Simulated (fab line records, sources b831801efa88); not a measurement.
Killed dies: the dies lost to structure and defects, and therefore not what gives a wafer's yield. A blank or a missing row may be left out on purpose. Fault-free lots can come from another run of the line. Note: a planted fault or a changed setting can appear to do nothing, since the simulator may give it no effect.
fab line records | flow sky130
record: lots: 6 wafers: 18 lastDay: 50
route steps=708 shown LDD_P@263 LDD_HVN@267 LDD_HVP@278 PAD_OPEN@708
lots that met no fault: from a run of the same line without faults
startH: the number of hours between the record's first day and the start of the first shown wafer of the lot | waitH: hours since the lot's step before | " repeats the value in the row above | L1.1+2: a single row standing in for several wafers | - either no value or no given start | * or withheld: withheld | < > ~ a bound
route shown NAME@n: a module of which the file shows steps, and the number in the route of the first | usual: mean/standard deviation of fault-free wafers | same: alike in all rows | chamber/n: place in a boat | sites: each site's reading | _std_site: their standard deviation | _edge_site: outer sites' mean less inner sites' | radiusMm: for every site, how far away it sits from the centre of the wafer | mask NAME#n: copy n | behind: the tool/chamber that last shaped the wafer | hold: reason for holding the lot/hours on hold/outcome of the hold | device: the n, p or np transistor that did not switch | end of line: at the end of the route, the tests of the same wafers | a step without rows: its recipe alone | killed: count of dies lost to structure and defects at first sort (not the wafer's yield) | map: dies across one wafer; x = killed, . = not, _ = none there
set.NAME: the setting that was run; set.NAME@STEP: the one run at that earlier step | model.NAME: the simulator's own value behind a step, which no gauge read
lots at some steps of the route; a table a step, a row a wafer
services: from which hour (startH, from the record's first day; less than 0 if before it) a tool's chamber was out of use, for how many hours, and why
== steps ==
step: SKY_LDD_P_OVL_MEAS_08
usual: LDD_P_OVL: 0.8/1.3
columns lot.wafer tool chamber startH waitH LDD_P_OVL[nm]
L733.1 overlay-02 - 458.49 0.1 2.1
L733.3 " - " " 1.9
L733.5 " - " " 2.4
L740.4 overlay-01 - 518.30 0.1 -0.8
L740.5 " - " " 0.0
L740.6 " - " " 0.1
L745.1 overlay-01 - 559.69 0.1 2.9
L745.3 " - " " 3.5
L745.6 " - " " 2.8
L746.2 overlay-01 - 560.01 0.1 -0.9
L746.4 " - " " -0.2
L746.6 " - " " -1.2
L750.1 overlay-02 - 598.09 0.1 2.2
L750.5 " - " " 2.2
L750.6 " - " " 0.4
L752.3 overlay-01 - 609.15 0.1 2.4
L752.4 " - " " 0.3
L752.5 " - " " 2.4
step: SKY_LDD_P_IMPLANT_09
recipe: species: BF2 energyKev: 25 doseCm2: 1e+13 tiltDeg: withheld
step: SKY_LDD_P_STRIP_10
recipe: chemistry: O2/N2 powerW: 1400 pressureMtorr: 1500 platenTempC: withheld o2FlowSccm: 3000 n2FlowSccm: 300 overashFraction: 0.5
usual: chamberPressureMTorr: 1500.0/1.3 drypumpMotorCurrentA: 6.1/0.6 oesProductAu: 0.716/0.0044 stripTimeToEndpointS: 14.17/0.048
columns lot.wafer tool chamber startH waitH chamberPressureMTorr drypumpMotorCurrentA oesProductAu rfHoursCounterH stripTimeToEndpointS
L733.1 plasmaAsher-02 1 458.67 0.1 1501.1 6.0 0.718 60 14.12
L733.3 " 1 " " 1499.0 6.0 0.713 - 14.09
L733.5 " 0 " " 1500.9 6.2 0.721 - 14.10
L740.4 plasmaAsher-02 0 518.51 0.1 1500.3 6.2 0.714 - 14.19
L740.5 " 1 " " 1500.9 6.0 0.719 - 14.17
L740.6 " 0 " " 1497.0 6.2 0.719 - 14.14
L745.1 plasmaAsher-03 0 559.88 0.1 1500.5 6.6 0.715 86 14.07
L745.3 " 0 " " 1498.8 6.6 0.714 - 14.14
L745.6 " 0 " " 1500.4 6.6 0.720 - 14.14
L746.2 plasmaAsher-03 0 560.19 0.1 1499.6 6.6 0.716 86 14.17
L746.4 " 1 " " 1499.4 6.3 0.720 - 14.17
L746.6 " 1 " " 1500.2 6.3 0.718 - 14.14
L750.1 plasmaAsher-03 0 598.27 0.1 1499.2 6.6 0.717 90 14.14
L750.5 " 0 " " 1502.8 6.6 0.720 - 14.19
L750.6 " 1 " " 1503.0 6.3 0.716 - 14.18
L752.3 plasmaAsher-01 1 609.36 0.1 1500.1 6.4 0.717 - 14.07
L752.4 " 0 " " 1500.7 5.0 0.714 - 14.07
L752.5 " 0 " " 1500.0 5.0 0.714 - 14.09
step: SKY_LDD_P_TW_MEAS_11
usual: LDD_P_TW: 628/6
columns lot.wafer tool chamber startH waitH LDD_P_TW
L733.1 filmMetro-04 - 458.77 0.1 631
L733.3 " - " " 633
L733.5 " - " " 635
L740.4 filmMetro-04 - 518.60 0.1 627
L740.5 " - " " 627
L740.6 " - " " 627
L745.1 filmMetro-03 - 559.98 0.1 622
L745.3 " - " " 620
L745.6 " - " " 618
L746.2 filmMetro-03 - 560.30 0.1 620
L746.4 " - " " 620
L746.6 " - " " 621
L750.1 filmMetro-04 - 598.37 0.1 625
L750.5 " - " " 626
L750.6 " - " " 626
L752.3 filmMetro-04 - 609.44 0.1 621
L752.4 " - " " 620
L752.5 " - " " 623
step: SKY_LDD_HVN_DEHYDRATE_00
recipe: tempC: 200 timeS: 60
step: SKY_LDD_HVN_HMDS_01
recipe: primeTimeS: 60 primeTempC: 120
step: SKY_LDD_HVN_COAT_02
recipe: resist: NOVOLAK spinRpm: 3000 resistThkNm: 300
step: SKY_LDD_HVN_SOFTBAKE_03
recipe: tempC: 90 timeS: 60 resist: NOVOLAK
step: SKY_LDD_HVN_EXPOSE_04
recipe: maskId: HVNTM na: 0.6 sourceShape: conventional sigmaOuter: 0.6 polarization: unpolarized targetCdNm: 700 doseMj: 127
step: SKY_LDD_HVN_PEB_05
recipe: tempC: withheld timeS: * resist: NOVOLAK
step: SKY_LDD_HVN_DEVELOP_06
recipe: resist: NOVOLAK developer: TMAH developTimeS: 60 devTempC: 23
step: SKY_LDD_HVN_OVL_MEAS_07
usual: LDD_HVN_OVL: -0.5/1.5
columns lot.wafer tool chamber startH waitH LDD_HVN_OVL[nm]
L733.1 overlay-02 - 489.22 0.1 -1.6
L733.3 " - " " -0.7
L733.5 " - " " -1.0
L740.4 overlay-02 - 548.89 0.1 -0.3
L740.5 " - " " -1.5
L740.6 " - " " 1.3
L745.1 overlay-02 - 589.22 0.1 1.4
L745.3 " - " " 2.1
L745.6 " - " " 1.2
L746.2 overlay-01 - 590.22 0.1 -3.4
L746.4 " - " " -1.6
L746.6 " - " " -1.1
L750.1 overlay-02 - 626.82 0.1 0.1
L750.5 " - " " 0.4
L750.6 " - " " 0.0
L752.3 overlay-02 - 638.93 0.1 0.5
L752.4 " - " " -0.4
L752.5 " - " " 0.5
step: SKY_LDD_HVN_IMPLANT_08
recipe: species: P energyKev: 59.23 doseCm2: 3e+13 tiltDeg: 40
usual: doseIonsCm2: 3.001e+13/3.5e+10 endStationPressureTorr: 5.13e-06/2.5e-07 faradayCurrentUA: 170/3.3
columns lot.wafer tool chamber startH waitH doseIonsCm2 endStationPressureTorr faradayCurrentUA
L733.1 implanter-01 0 489.26 0.0 3.002e+13 5.25e-06 170
L733.3 " 0 " " 3.002e+13 4.88e-06 171
L733.5 " 0 " " 3.001e+13 4.93e-06 172
L740.4 implanter-04 0 548.98 0.1 3.003e+13 5.15e-06 166
L740.5 " 0 " " 3.003e+13 5.1e-06 168
L740.6 " 0 " " 3.007e+13 4.84e-06 167
L745.1 implanter-04 0 589.26 0.0 2.3967e+14 6.33e-06 1318
L745.3 " 0 " " 2.3964e+14 5.97e-06 1327
L745.6 " 0 " " 2.3967e+14 5.95e-06 1390
L746.2 implanter-04 0 590.28 0.0 2.3967e+14 6.04e-06 1358
L746.4 " 0 " " 2.3965e+14 5.95e-06 1293
L746.6 " 0 " " 2.3972e+14 5.69e-06 1380
L750.1 implanter-03 0 626.86 0.0 2.998e+13 5.17e-06 170
L750.5 " 0 " " 2.999e+13 4.99e-06 167
L750.6 " 0 " " 3.005e+13 5.08e-06 172
L752.3 implanter-03 0 639.00 0.1 2.995e+13 5.13e-06 173
L752.4 " 0 " " 2.999e+13 4.83e-06 163
L752.5 " 0 " " 2.997e+13 4.97e-06 170
step: SKY_LDD_HVN_STRIP_09
recipe: chemistry: O2/N2 powerW: 1400 pressureMtorr: 1500 platenTempC: withheld o2FlowSccm: 3000 n2FlowSccm: 300 overashFraction: 0.5
usual: chamberPressureMTorr: 1500.2/1.4 drypumpMotorCurrentA: 5.8/0.66 oesProductAu: 0.409/0.0047 stripTimeToEndpointS: 4.132/0.013
columns lot.wafer tool chamber startH waitH chamberPressureMTorr drypumpMotorCurrentA oesProductAu rfHoursCounterH stripTimeToEndpointS
L733.1 plasmaAsher-04 0 489.41 0.1 1502.7 5.5 0.402 37 4.123
L733.3 " 0 " " 1501.2 5.5 0.408 - 4.135
L733.5 " 1 " " 1499.7 5.4 0.410 - 4.137
L740.4 plasmaAsher-01 1 549.09 0.1 1501.0 6.4 0.409 - 4.123
L740.5 " 1 " " 1501.6 6.5 0.415 - 4.130
L740.6 " 0 " " 1499.2 5.0 0.413 - 4.134
L745.1 plasmaAsher-01 0 589.41 0.1 1499.4 4.9 0.404 16 4.145
L745.3 " 1 " " 1500.6 6.5 0.421 - 4.153
L745.6 " 0 " " 1499.8 5.0 0.407 - 4.130
L746.2 plasmaAsher-01 0 590.40 0.1 1496.9 5.0 0.401 16 4.123
L746.4 " 0 " " 1500.9 4.9 0.416 - 4.117
L746.6 " 0 " " 1500.8 5.0 0.409 - 4.113
L750.1 plasmaAsher-01 1 627.01 0.1 1499.7 6.4 0.409 19 4.120
L750.5 " 1 " " 1497.1 6.4 0.408 - 4.112
L750.6 " 0 " " 1499.5 4.9 0.407 - 4.108
L752.3 plasmaAsher-01 1 639.13 0.1 1502.2 6.4 0.413 - 4.151
L752.4 " 0 " " 1498.6 4.9 0.408 - 4.145
L752.5 " 0 " " 1500.2 5.0 0.412 - 4.129
step: SKY_LDD_HVN_TW_MEAS_10
usual: LDD_HVN_TW: 1423/7.9
columns lot.wafer tool chamber startH waitH LDD_HVN_TW
L733.1 filmMetro-02 - 489.51 0.1 1422
L733.3 " - " " 1417
L733.5 " - " " 1422
L740.4 filmMetro-01 - 549.19 0.1 1423
L740.5 " - " " 1425
L740.6 " - " " 1423
L745.1 filmMetro-01 - 589.51 0.1 2722
L745.3 " - " " 2714
L745.6 " - " " 2725
L746.2 filmMetro-02 - 590.51 0.1 2715
L746.4 " - " " 2722
L746.6 " - " " 2725
L750.1 filmMetro-04 - 627.11 0.1 1413
L750.5 " - " " 1410
L750.6 " - " " 1419
L752.3 filmMetro-01 - 639.22 0.1 1437
L752.4 " - " " 1427
L752.5 " - " " 1431
step: SKY_LDD_HVP_DEHYDRATE_00
recipe: tempC: 200 timeS: 60
step: SKY_PAD_OPEN_PROBE_99
usual: killed_at_M0_to_M3: 44/7.1 killed_at_M4_up: 3/1.6 killedAtContacts: 24/5.4 killedAtFrontEnd: 15/4.7 killedAtOther: 0.3/0.51 killedDies: 87/9.9 killedOpen: 48/7.6 killedShort: 39/6.3
same: grossDies: 492 killedAtBackSide: 0
columns lot.wafer tool chamber startH waitH killed_at_M0_to_M3 killed_at_M4_up killedAtContacts killedAtFrontEnd killedAtOther killedDies killedOpen killedShort model.etest.tip_n_5v.rsOhmSq model.etest.nfetG5v0d10v5.rOnOhmUm model.etest.nfetG5v0d10v5.driveUaUm model.etest.nfet_05v0_nvt.driveUaUm model.etest.tip_n_5v.rsOhmSqRange model.etest.resNdiffHv.rsOhmSq model.etest.nfet_16v.driveUaUm model.etest.ring_5v.delayPs
L733.1 prober-01 - 1092.58 0.1 45 2 21 13 0 81 41 40 1394 1904 584 563 50.53 115.1 212.3 44.75
L733.3 prober-01 - 1092.68 0.2 44 3 23 13 1 84 43 41 1391 1895 591 571.3 33.67 115.8 215.3 44.74
L733.5 prober-01 - 1092.78 0.2 44 3 29 7 0 83 44 39 1389 1905 589 558.5 30.71 115.3 215.1 44.76
L740.4 prober-01 - 1134.35 0.2 41 3 36 11 1 92 57 35 1389 1865 610 579.2 27.89 112.6 223.3 44.53
L740.5 prober-01 - 1134.40 0.2 53 6 32 11 0 102 46 56 1386 1845 604.9 581.5 20.71 113.5 223.3 44.19
L740.6 prober-01 - 1134.45 0.2 39 3 29 9 0 80 55 25 1401 1882 607.8 577.3 29.57 112.5 222.7 45.11
L745.1 prober-01 - 1155.95 0.1 41 3 20 15 0 79 46 33 291.8 1468 718.9 620.8 6.189 98.47 229.7 41.89
L745.3 prober-01 - 1156.05 0.2 33 3 28 15 0 79 43 36 292 1460 719.4 620.2 6.617 97.75 230.7 42.11
L745.6 prober-01 - 1156.20 0.2 45 3 32 21 0 101 55 46 291.6 1446 722.8 626.5 7.723 98.28 231.1 41.82
L746.2 prober-02 - 1158.08 0.1 46 4 37 18 1 106 60 46 292.6 1472 699.2 612.6 5.615 98.85 222.6 41.33
L746.4 prober-02 - 1158.18 0.2 28 2 21 20 0 71 41 30 289.3 1482 708.4 612.4 5.613 99.22 224.2 41.63
L746.6 prober-02 - 1158.28 0.2 51 3 26 10 0 90 42 48 291.1 1452 707.1 616.3 7.595 98.36 226.4 41.32
L750.1 prober-02 - 1179.46 0.1 50 2 21 10 1 84 43 41 1383 1902 593.6 568.8 29.87 114.5 218.2 45.09
L750.5 prober-02 - 1179.66 0.2 47 2 29 14 0 92 64 28 1383 1910 595.6 571.1 35.88 114.8 220 44.67
L750.6 prober-02 - 1179.71 0.2 24 4 20 10 1 59 29 30 1393 1876 602.3 576 23.3 114.3 220.7 44.77
L752.3 prober-02 - 1188.74 0.2 26 3 16 17 0 62 34 28 1383 1857 612.1 584.5 35.69 112.3 222.7 43.58
L752.4 prober-02 - 1188.79 0.2 40 2 31 25 1 99 57 42 1393 1858 611.9 581.8 25.45 112.5 224.1 43.93
L752.5 prober-02 - 1188.84 0.2 40 3 25 16 0 84 44 40 1389 1866 607.7 579 26.72 112.6 222.9 43.62
killed by level:class
L733.1 VIA1:geometricParticle:short=11 VIA1:geometricParticle:open=7 LI_CONTACT:geometricParticle:open=7 CONTACT:geometricParticle:open=6 VIA3:geometricParticle:open=6 METAL2:geometricParticle:short=5 VIA2:geometricParticle:open=5 VIA2:geometricParticle:short=5
L733.3 CONTACT:geometricParticle:open=9 VIA1:geometricParticle:open=8 VIA3:geometricParticle:open=7 VIA1:geometricParticle:short=7 METAL1:geometricParticle:short=6 CONTACT:geometricParticle:short=6 VIA2:geometricParticle:open=6 LI_CONTACT:geometricParticle:open=4
L733.5 CONTACT:geometricParticle:open=10 VIA1:geometricParticle:open=9 VIA3:geometricParticle:open=7 LOCAL_INTERCONNECT:geometricParticle:short=6 METAL2:geometricParticle:short=6 VIA2:geometricParticle:open=6 CONTACT:geometricParticle:short=5 METAL1:geometricParticle:short=5
L740.4 CONTACT:geometricParticle:open=15 VIA1:geometricParticle:open=11 LI_CONTACT:geometricParticle:open=9 VIA1:geometricParticle:short=8 VIA2:geometricParticle:open=6 METAL1:geometricParticle:short=5 LOCAL_INTERCONNECT:geometricParticle:short=4 CONTACT:geometricParticle:short=4
L740.5 VIA1:geometricParticle:open=15 CONTACT:geometricParticle:short=10 VIA1:geometricParticle:short=9 VIA2:geometricParticle:open=9 LI_CONTACT:geometricParticle:open=8 FIELD_ISO:geometricParticle:short=6 LOCAL_INTERCONNECT:geometricParticle:short=6 CONTACT:geometricParticle:open=6
L740.6 CONTACT:geometricParticle:open=11 VIA2:geometricParticle:open=10 METAL1:geometricParticle:short=7 LOCAL_INTERCONNECT:geometricParticle:open=6 LI_CONTACT:geometricParticle:open=5 VIA1:geometricParticle:open=5 VIA3:geometricParticle:open=5 CONTACT:geometricParticle:short=4
L745.1 VIA1:geometricParticle:open=11 VIA2:geometricParticle:open=8 FIELD_ISO:geometricParticle:short=6 LI_CONTACT:geometricParticle:open=6 VIA1:geometricParticle:short=6 CONTACT:geometricParticle:open=6 FIELD_ISO:geometricParticle:open=5 VIA3:geometricParticle:open=4
L745.3 VIA1:geometricParticle:open=10 CONTACT:geometricParticle:open=8 CONTACT:geometricParticle:short=7 LOCAL_INTERCONNECT:geometricParticle:short=5 LI_CONTACT:geometricParticle:open=5 VIA2:geometricParticle:open=5 FIELD_ISO:geometricParticle:short=4 POLY_GATE:geometricParticle:open=4
L745.6 VIA1:geometricParticle:open=13 CONTACT:geometricParticle:short=10 CONTACT:geometricParticle:open=10 VIA1:geometricParticle:short=9 LI_CONTACT:geometricParticle:open=8 POLY_GATE:geometricParticle:short=4 POLY_GATE:geometricParticle:open=4 SPACER:geometricParticle:open=4
L746.2 CONTACT:geometricParticle:open=13 VIA3:geometricParticle:open=9 LI_CONTACT:geometricParticle:open=9 LOCAL_INTERCONNECT:geometricParticle:short=7 METAL1:geometricParticle:short=7 VIA1:geometricParticle:open=7 VIA1:geometricParticle:short=6 VIA2:geometricParticle:open=6
L746.4 CONTACT:geometricParticle:open=9 FIELD_ISO:geometricParticle:open=7 VIA2:geometricParticle:open=7 VIA3:geometricParticle:open=5 POLY_GATE:geometricParticle:short=4 LI_CONTACT:geometricParticle:open=4 POLY_GATE:geometricParticle:open=3 SPACER:geometricParticle:short=3
L746.6 METAL1:geometricParticle:short=11 VIA1:geometricParticle:open=9 VIA3:geometricParticle:open=9 CONTACT:geometricParticle:open=8 VIA3:geometricParticle:short=6 CONTACT:geometricParticle:short=5 LI_CONTACT:geometricParticle:open=5 LI_CONTACT:geometricParticle:short=4
L750.1 VIA1:geometricParticle:open=11 VIA2:geometricParticle:open=8 METAL1:geometricParticle:short=7 VIA1:geometricParticle:short=7 LI_CONTACT:geometricParticle:open=6 LOCAL_INTERCONNECT:geometricParticle:short=6 VIA3:geometricParticle:open=5 FIELD_ISO:geometricParticle:short=4
L750.5 LI_CONTACT:geometricParticle:open=15 VIA1:geometricParticle:open=12 CONTACT:geometricParticle:open=10 METAL2:geometricParticle:short=7 VIA2:geometricParticle:open=6 VIA3:geometricParticle:open=5 POLY_GATE:geometricParticle:short=4 VIA1:geometricParticle:short=4
L750.6 CONTACT:geometricParticle:open=7 CONTACT:geometricParticle:short=6 VIA2:geometricParticle:open=6 LOCAL_INTERCONNECT:geometricParticle:short=5 VIA1:geometricParticle:open=4 VIA3:geometricParticle:short=4 FIELD_ISO:geometricParticle:short=3 POLY_GATE:geometricParticle:short=3
L752.3 CONTACT:geometricParticle:open=6 POLY_GATE:geometricParticle:open=5 VIA1:geometricParticle:open=5 FIELD_ISO:geometricParticle:short=4 CONTACT:geometricParticle:short=4 VIA2:geometricParticle:open=4 VIA3:geometricParticle:open=4 FIELD_ISO:geometricParticle:open=3
L752.4 LI_CONTACT:geometricParticle:open=11 POLY_GATE:geometricParticle:open=8 VIA3:geometricParticle:open=8 VIA1:geometricParticle:open=8 LI_CONTACT:geometricParticle:short=6 CONTACT:geometricParticle:open=6 METAL2:geometricParticle:short=6 FIELD_ISO:geometricParticle:open=5
L752.5 CONTACT:geometricParticle:open=8 CONTACT:geometricParticle:short=7 VIA1:geometricParticle:open=7 METAL2:geometricParticle:short=6 VIA2:geometricParticle:open=6 FIELD_ISO:geometricParticle:open=5 LI_CONTACT:geometricParticle:open=5 METAL1:geometricParticle:short=5
== services ==
columns tool chamber startH hours kind
plasmaAsher-03 - 437.57 1.1 repair
plasmaAsher-03 - 442.62 6.7 repair
plasmaAsher-01 - 457.79 1.4 repair
plasmaAsher-03 - 466.06 1.7 repair
implanter-03 - 511.64 3.7 pm
plasmaAsher-03 - 532.71 5.9 repair
implanter-04 - 562.68 6.6 repair
implanter-01 - 563.43 3.1 repair
implanter-03 - 576.57 1.5 repair
implanter-01 - 577.84 4.4 repair
plasmaAsher-01 - 594.41 9.1 repair
implanter-01 - 595.01 1.7 repair
== key ==
firstSign: step: SKY_LDD_HVN_IMPLANT_08 reading: doseIonsCm2 direction: up sigmas: 99+ usual: * struck: *
effect: step: SKY_LDD_HVN_IMPLANT_08 reading: faradayCurrentUA direction: up sigmas: 99+ usual: 170 struck: 1344
effect: step: SKY_LDD_HVN_TW_MEAS_10 reading: LDD_HVN_TW direction: up sigmas: 99+ usual: 1423 struck: 2721
modelEffect: step: SKY_PAD_OPEN_PROBE_99 value: etest.tip_n_5v.rsOhmSq without: 1396 struck: 291.4
metAt SKY_LDD_HVN_IMPLANT_08
struckWafers L745.1,L745.3,L745.6,L746.2,L746.4,L746.6
testerLeftOut L745,L746
onsetBetween 548.98 589.26
fault: kind: processParameterDrift tool: implanter-04 chamber: - onsetH: 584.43 steps: SKY_LDD_HVN_IMPLANT_08 channel: doseCm2 offset: * shape: step endH: 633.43 actsIn: * stated: *
testerLeftOut: of these lots the tester's yield and bins aren't shown, on N5 and GAA mostly nor the transistor test; their killed dies are dies lost to structure and defects alone, not to doping, threshold or leakage, so they don't give the yield
